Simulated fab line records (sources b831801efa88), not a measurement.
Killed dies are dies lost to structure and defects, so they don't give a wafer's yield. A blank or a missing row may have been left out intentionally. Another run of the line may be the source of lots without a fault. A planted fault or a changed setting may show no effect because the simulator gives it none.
What tool caused it? / flow sky130 / Sampling: 15 lots, 45 wafers, 5 of 708 route steps

== WHAT EACH GAUGE READ, for each wafer ==
SKY_VIA3_BOW_MEAS_03.
lot=L176; measured=day 39 06:19; on=film-metro-01; VIA3_BOW (um)=79 90 84
lot=L177; measured=day 39 14:56; on=film-metro-01; VIA3_BOW (um)=80 80 80
lot=L178; measured=day 40 09:50; on=film-metro-01; VIA3_BOW (um)=78 76 81
lot=L179; measured=day 40 11:37; on=film-metro-01; VIA3_BOW (um)=86 79 81
lot=L180; measured=day 40 19:19; on=film-metro-01; VIA3_BOW (um)=74 92 88
lot=L181; measured=day 41 15:49; on=film-metro-01; VIA3_BOW (um)=74 72 78
lot=L184; measured=day 41 21:55; on=film-metro-03; VIA3_BOW (um)=78 78 79
lot=L187; measured=day 43 12:26; on=film-metro-03; VIA3_BOW (um)=81 80 85
lot=L190; measured=day 43 19:42; on=film-metro-04; VIA3_BOW (um)=79 70 77
lot=L192; measured=day 43 22:55; on=film-metro-03; VIA3_BOW (um)=71 75 72
lot=L193; measured=day 44 04:51; on=film-metro-04; VIA3_BOW (um)=76 82 75
lot=L196; measured=day 45 03:51; on=film-metro-04; VIA3_BOW (um)=94 83 82

== WHAT TOOL EACH LOT RAN ON (gives the tool, then ch and the chambers of the sampled wafers, and finally the start) ==
lot=L176; SKY_METAL3_SPUTTER_01=pvd-sputter-01, day 37 02:02; SKY_METAL3_SPUTTER_04=pvd-sputter-01, day 37 02:07; SKY_METAL3_METAL_ETCH_18=rie-metal-03 ch 1, day 39 04:58; SKY_METAL3_STRIP_19=plasma-asher-03 ch 0,1, day 39 05:08
lot=L177; SKY_METAL3_SPUTTER_01=pvd-sputter-03, day 37 08:11; SKY_METAL3_SPUTTER_04=pvd-sputter-03, day 37 08:16; SKY_METAL3_METAL_ETCH_18=rie-metal-01 ch 0,1, day 39 11:46; SKY_METAL3_STRIP_19=plasma-asher-04 ch 0,1, day 39 11:56
lot=L178; SKY_METAL3_SPUTTER_01=pvd-sputter-01, day 38 07:08; SKY_METAL3_SPUTTER_04=pvd-sputter-01, day 38 07:13; SKY_METAL3_METAL_ETCH_18=rie-metal-02 ch 0,1, day 40 08:32; SKY_METAL3_STRIP_19=plasma-asher-01 ch 0,1, day 40 08:43
lot=L179; SKY_METAL3_SPUTTER_01=pvd-sputter-04, day 38 08:15; SKY_METAL3_SPUTTER_04=pvd-sputter-04, day 38 08:20; SKY_METAL3_METAL_ETCH_18=rie-metal-01 ch 0, day 40 10:14; SKY_METAL3_STRIP_19=plasma-asher-03 ch 0, day 40 10:28
lot=L180; SKY_METAL3_SPUTTER_01=pvd-sputter-01, day 38 15:52; SKY_METAL3_SPUTTER_04=pvd-sputter-01, day 38 15:57; SKY_METAL3_METAL_ETCH_18=rie-metal-02 ch 1, day 40 18:01; SKY_METAL3_STRIP_19=plasma-asher-04 ch 0, day 40 18:11
lot=L181; SKY_METAL3_SPUTTER_01=pvd-sputter-03, day 39 13:44; SKY_METAL3_SPUTTER_04=pvd-sputter-03, day 39 13:50; SKY_METAL3_METAL_ETCH_18=rie-metal-03 ch 0,1, day 41 14:28; SKY_METAL3_STRIP_19=plasma-asher-04 ch 0, day 41 14:38
lot=L184; SKY_METAL3_SPUTTER_01=pvd-sputter-04, day 39 19:02; SKY_METAL3_SPUTTER_04=pvd-sputter-04, day 39 19:07; SKY_METAL3_METAL_ETCH_18=rie-metal-01 ch 0,1, day 41 20:37; SKY_METAL3_STRIP_19=plasma-asher-03 ch 0,1, day 41 20:47
lot=L183; SKY_METAL3_SPUTTER_01=pvd-sputter-03, day 39 21:18; SKY_METAL3_SPUTTER_04=pvd-sputter-03, day 39 21:23; SKY_METAL3_METAL_ETCH_18=rie-metal-02 ch 0,1, day 41 22:45; SKY_METAL3_STRIP_19=plasma-asher-04 ch 0,1, day 41 22:54
lot=L182; SKY_METAL3_SPUTTER_01=pvd-sputter-01, day 40 00:24; SKY_METAL3_SPUTTER_04=pvd-sputter-01, day 40 00:29; SKY_METAL3_METAL_ETCH_18=rie-metal-01 ch 0,1, day 42 01:34; SKY_METAL3_STRIP_19=plasma-asher-03 ch 0,1, day 42 01:44
lot=L185; SKY_METAL3_SPUTTER_01=pvd-sputter-04, day 40 03:05; SKY_METAL3_SPUTTER_04=pvd-sputter-04, day 40 03:10; SKY_METAL3_METAL_ETCH_18=rie-metal-02 ch 0,1, day 42 04:17; SKY_METAL3_STRIP_19=plasma-asher-01 ch 0,1, day 42 04:28
lot=L187; SKY_METAL3_SPUTTER_01=pvd-sputter-01, day 41 13:02; SKY_METAL3_SPUTTER_04=pvd-sputter-01, day 41 13:07; SKY_METAL3_METAL_ETCH_18=rie-metal-02 ch 0,1, day 43 11:07; SKY_METAL3_STRIP_19=plasma-asher-04 ch 0,1, day 43 11:17
lot=L190; SKY_METAL3_SPUTTER_01=pvd-sputter-01, day 41 19:12; SKY_METAL3_SPUTTER_04=pvd-sputter-01, day 41 19:17; SKY_METAL3_METAL_ETCH_18=rie-metal-02 ch 1, day 43 18:23; SKY_METAL3_STRIP_19=plasma-asher-01 ch 0,1, day 43 18:34
lot=L192; SKY_METAL3_SPUTTER_01=pvd-sputter-04, day 41 22:38; SKY_METAL3_SPUTTER_04=pvd-sputter-04, day 41 22:43; SKY_METAL3_METAL_ETCH_18=rie-metal-03 ch 0,1, day 43 21:29; SKY_METAL3_STRIP_19=plasma-asher-03 ch 0,1, day 43 21:40
lot=L193; SKY_METAL3_SPUTTER_01=pvd-sputter-03, day 42 04:44; SKY_METAL3_SPUTTER_04=pvd-sputter-03, day 42 04:49; SKY_METAL3_METAL_ETCH_18=rie-metal-01 ch 0,1, day 44 03:28; SKY_METAL3_STRIP_19=plasma-asher-04 ch 0,1, day 44 03:38
lot=L196; SKY_METAL3_SPUTTER_01=pvd-sputter-03, day 43 04:02; SKY_METAL3_SPUTTER_04=pvd-sputter-03, day 43 04:07; SKY_METAL3_METAL_ETCH_18=rie-metal-02 ch 0,1, day 45 02:34; SKY_METAL3_STRIP_19=plasma-asher-03 ch 0,1, day 45 02:43
- SKY_METAL3_SPUTTER_01: material TiN, target thk 20 nm, time 16.7 s.
- SKY_METAL3_SPUTTER_04: material TiN, target thk 70 nm, time 58.3 s.
- SKY_METAL3_METAL_ETCH_18: etches the open film in Cl2/BCl3, stops on SiO2, target depth 845 nm, time 183.1 s.
- SKY_METAL3_STRIP_19: strips in O2/N2.

== AS READ BY THE TOOLS THEMSELVES (means over the sampled wafers that have a number; for cases with no such wafer, the mark the record gives instead) ==
SKY_METAL3_SPUTTER_01.
lot=L176; tool=pvd-sputter-01; throttle-valve-pct (%)=30.4
lot=L177; tool=pvd-sputter-03; throttle-valve-pct (%)=30.4
lot=L178; tool=pvd-sputter-01; throttle-valve-pct (%)=30.9
lot=L179; tool=pvd-sputter-04; throttle-valve-pct (%)=29.8
lot=L180; tool=pvd-sputter-01; throttle-valve-pct (%)=31.0
lot=L181; tool=pvd-sputter-03; throttle-valve-pct (%)=30.6
lot=L184; tool=pvd-sputter-04; throttle-valve-pct (%)=29.6
lot=L183; tool=pvd-sputter-03; throttle-valve-pct (%)=30.7
lot=L182; tool=pvd-sputter-01; throttle-valve-pct (%)=29.6
lot=L185; tool=pvd-sputter-04; throttle-valve-pct (%)=29.8
lot=L187; tool=pvd-sputter-01; throttle-valve-pct (%)=30.9
lot=L190; tool=pvd-sputter-01; throttle-valve-pct (%)=30.2
lot=L192; tool=pvd-sputter-04; throttle-valve-pct (%)=30.2
lot=L193; tool=pvd-sputter-03; throttle-valve-pct (%)=29.9
lot=L196; tool=pvd-sputter-03; throttle-valve-pct (%)=30.0

SKY_METAL3_SPUTTER_04.
lot=L176; tool=pvd-sputter-01; throttle-valve-pct (%)=30.2
lot=L177; tool=pvd-sputter-03; throttle-valve-pct (%)=30.4
lot=L178; tool=pvd-sputter-01; throttle-valve-pct (%)=30.9
lot=L179; tool=pvd-sputter-04; throttle-valve-pct (%)=29.6
lot=L180; tool=pvd-sputter-01; throttle-valve-pct (%)=31.0
lot=L181; tool=pvd-sputter-03; throttle-valve-pct (%)=30.7
lot=L184; tool=pvd-sputter-04; throttle-valve-pct (%)=29.7
lot=L183; tool=pvd-sputter-03; throttle-valve-pct (%)=30.9
lot=L182; tool=pvd-sputter-01; throttle-valve-pct (%)=29.4
lot=L185; tool=pvd-sputter-04; throttle-valve-pct (%)=29.8
lot=L187; tool=pvd-sputter-01; throttle-valve-pct (%)=31.0
lot=L190; tool=pvd-sputter-01; throttle-valve-pct (%)=30.0
lot=L192; tool=pvd-sputter-04; throttle-valve-pct (%)=30.3
lot=L193; tool=pvd-sputter-03; throttle-valve-pct (%)=30.0
lot=L196; tool=pvd-sputter-03; throttle-valve-pct (%)=30.1

SKY_METAL3_METAL_ETCH_18.
lot=L176; tool=rie-metal-03; bcl3-flow-sccm (sccm)=29.97; bias-w (W)=48.47; drypump-motor-current-A (A)=5.6; oes-product-au (a.u.)=0.862; throttle-valve-pct (%)=22.265
lot=L177; tool=rie-metal-01; bcl3-flow-sccm (sccm)=30.07; bias-w (W)=48.49; drypump-motor-current-A (A)=5.7; oes-product-au (a.u.)=0.872; throttle-valve-pct (%)=22.269
lot=L178; tool=rie-metal-02; bcl3-flow-sccm (sccm)=30.13; bias-w (W)=48.55; drypump-motor-current-A (A)=6.0; oes-product-au (a.u.)=0.861; throttle-valve-pct (%)=22.269
lot=L179; tool=rie-metal-01; bcl3-flow-sccm (sccm)=29.96; bias-w (W)=48.31; drypump-motor-current-A (A)=5.6; oes-product-au (a.u.)=0.860; throttle-valve-pct (%)=22.265
lot=L180; tool=rie-metal-02; bcl3-flow-sccm (sccm)=29.97; bias-w (W)=48.53; drypump-motor-current-A (A)=5.2; oes-product-au (a.u.)=0.859; throttle-valve-pct (%)=22.270
lot=L181; tool=rie-metal-03; bcl3-flow-sccm (sccm)=30.02; bias-w (W)=48.41; drypump-motor-current-A (A)=5.9; oes-product-au (a.u.)=0.862; throttle-valve-pct (%)=22.255
lot=L184; tool=rie-metal-01; bcl3-flow-sccm (sccm)=30.01; bias-w (W)=48.51; drypump-motor-current-A (A)=5.9; oes-product-au (a.u.)=0.856; throttle-valve-pct (%)=22.267
lot=L183; tool=rie-metal-02; bcl3-flow-sccm (sccm)=-; bias-w (W)=-; drypump-motor-current-A (A)=-; oes-product-au (a.u.)=-; throttle-valve-pct (%)=-
lot=L182; tool=rie-metal-01; bcl3-flow-sccm (sccm)=-; bias-w (W)=-; drypump-motor-current-A (A)=-; oes-product-au (a.u.)=-; throttle-valve-pct (%)=-
lot=L185; tool=rie-metal-02; bcl3-flow-sccm (sccm)=-; bias-w (W)=-; drypump-motor-current-A (A)=-; oes-product-au (a.u.)=-; throttle-valve-pct (%)=-
lot=L187; tool=rie-metal-02; bcl3-flow-sccm (sccm)=29.97; bias-w (W)=48.56; drypump-motor-current-A (A)=6.0; oes-product-au (a.u.)=0.855; throttle-valve-pct (%)=22.257
lot=L190; tool=rie-metal-02; bcl3-flow-sccm (sccm)=29.90; bias-w (W)=48.58; drypump-motor-current-A (A)=5.2; oes-product-au (a.u.)=0.856; throttle-valve-pct (%)=22.265
lot=L192; tool=rie-metal-03; bcl3-flow-sccm (sccm)=30.03; bias-w (W)=48.53; drypump-motor-current-A (A)=5.9; oes-product-au (a.u.)=0.868; throttle-valve-pct (%)=22.267
lot=L193; tool=rie-metal-01; bcl3-flow-sccm (sccm)=29.89; bias-w (W)=48.51; drypump-motor-current-A (A)=5.7; oes-product-au (a.u.)=0.868; throttle-valve-pct (%)=22.263
lot=L196; tool=rie-metal-02; bcl3-flow-sccm (sccm)=29.96; bias-w (W)=48.37; drypump-motor-current-A (A)=6.0; oes-product-au (a.u.)=0.867; throttle-valve-pct (%)=22.267

SKY_METAL3_STRIP_19.
lot=L176; tool=plasma-asher-03; drypump-motor-current-A (A)=5.9; n2-flow-sccm (sccm)=300.1; oes-product-au (a.u.)=0.512; strip-time-to-endpoint-s (s)=6.76
lot=L177; tool=plasma-asher-04; drypump-motor-current-A (A)=5.3; n2-flow-sccm (sccm)=299.5; oes-product-au (a.u.)=0.514; strip-time-to-endpoint-s (s)=6.84
lot=L178; tool=plasma-asher-01; drypump-motor-current-A (A)=5.5; n2-flow-sccm (sccm)=298.3; oes-product-au (a.u.)=0.516; strip-time-to-endpoint-s (s)=6.75
lot=L179; tool=plasma-asher-03; drypump-motor-current-A (A)=5.8; n2-flow-sccm (sccm)=300.7; oes-product-au (a.u.)=0.509; strip-time-to-endpoint-s (s)=6.66
lot=L180; tool=plasma-asher-04; drypump-motor-current-A (A)=5.0; n2-flow-sccm (sccm)=299.9; oes-product-au (a.u.)=0.512; strip-time-to-endpoint-s (s)=6.72
lot=L181; tool=plasma-asher-04; drypump-motor-current-A (A)=5.0; n2-flow-sccm (sccm)=300.2; oes-product-au (a.u.)=0.507; strip-time-to-endpoint-s (s)=6.76
lot=L184; tool=plasma-asher-03; drypump-motor-current-A (A)=5.9; n2-flow-sccm (sccm)=300.4; oes-product-au (a.u.)=0.510; strip-time-to-endpoint-s (s)=6.72
lot=L183; tool=plasma-asher-04; drypump-motor-current-A (A)=5.3; n2-flow-sccm (sccm)=299.9; oes-product-au (a.u.)=0.710; strip-time-to-endpoint-s (s)=11.99
lot=L182; tool=plasma-asher-03; drypump-motor-current-A (A)=5.9; n2-flow-sccm (sccm)=300.1; oes-product-au (a.u.)=0.713; strip-time-to-endpoint-s (s)=11.98
lot=L185; tool=plasma-asher-01; drypump-motor-current-A (A)=5.6; n2-flow-sccm (sccm)=299.4; oes-product-au (a.u.)=0.715; strip-time-to-endpoint-s (s)=11.92
lot=L187; tool=plasma-asher-04; drypump-motor-current-A (A)=5.6; n2-flow-sccm (sccm)=300.6; oes-product-au (a.u.)=0.508; strip-time-to-endpoint-s (s)=6.71
lot=L190; tool=plasma-asher-01; drypump-motor-current-A (A)=5.6; n2-flow-sccm (sccm)=300.7; oes-product-au (a.u.)=0.499; strip-time-to-endpoint-s (s)=6.59
lot=L192; tool=plasma-asher-03; drypump-motor-current-A (A)=5.9; n2-flow-sccm (sccm)=300.3; oes-product-au (a.u.)=0.515; strip-time-to-endpoint-s (s)=6.74
lot=L193; tool=plasma-asher-04; drypump-motor-current-A (A)=5.3; n2-flow-sccm (sccm)=300.3; oes-product-au (a.u.)=0.509; strip-time-to-endpoint-s (s)=6.63
lot=L196; tool=plasma-asher-03; drypump-motor-current-A (A)=5.9; n2-flow-sccm (sccm)=299.6; oes-product-au (a.u.)=0.506; strip-time-to-endpoint-s (s)=6.67

== THE ANSWER, worked out from the rows above alone ==
Rule: the lots themselves supply what counts as usual. Put in order of their means at a reading, lots are off if they are a third of the lots or fewer, leave a main group of 4 or more, and stand apart from it by a gap of 3 or more times the standard deviation of the main group's means; of several such gaps the widest counts. The tables above print the reading to a certain number of digits; a main group whose means all agree to those digits is not used. Also off: a lot with no number at a reading for which 4 or more lots have one. All remaining lots with rows at the step are treated as sound. Order of review: gauges by route order, followed by the tools' own readings, for which a lot's mean as printed above is used. At the first step where some lot is off, the reading lying furthest off is the one used; lots without a number count as furthest.
Off at SKY_METAL3_METAL_ETCH_18 (bcl3-flow-sccm): L183, L182, L185. Without a number there: L183, L182, L185. The main group has a mean of 29.99 sccm with a standard deviation of 0.065.
A tool fits if, at that step or a process step before it, it ran every lot that is off, and no sound lot after the first of them. Of those tried, none fits.

== WHAT WAS PUT IN BY THE SIMULATOR ==
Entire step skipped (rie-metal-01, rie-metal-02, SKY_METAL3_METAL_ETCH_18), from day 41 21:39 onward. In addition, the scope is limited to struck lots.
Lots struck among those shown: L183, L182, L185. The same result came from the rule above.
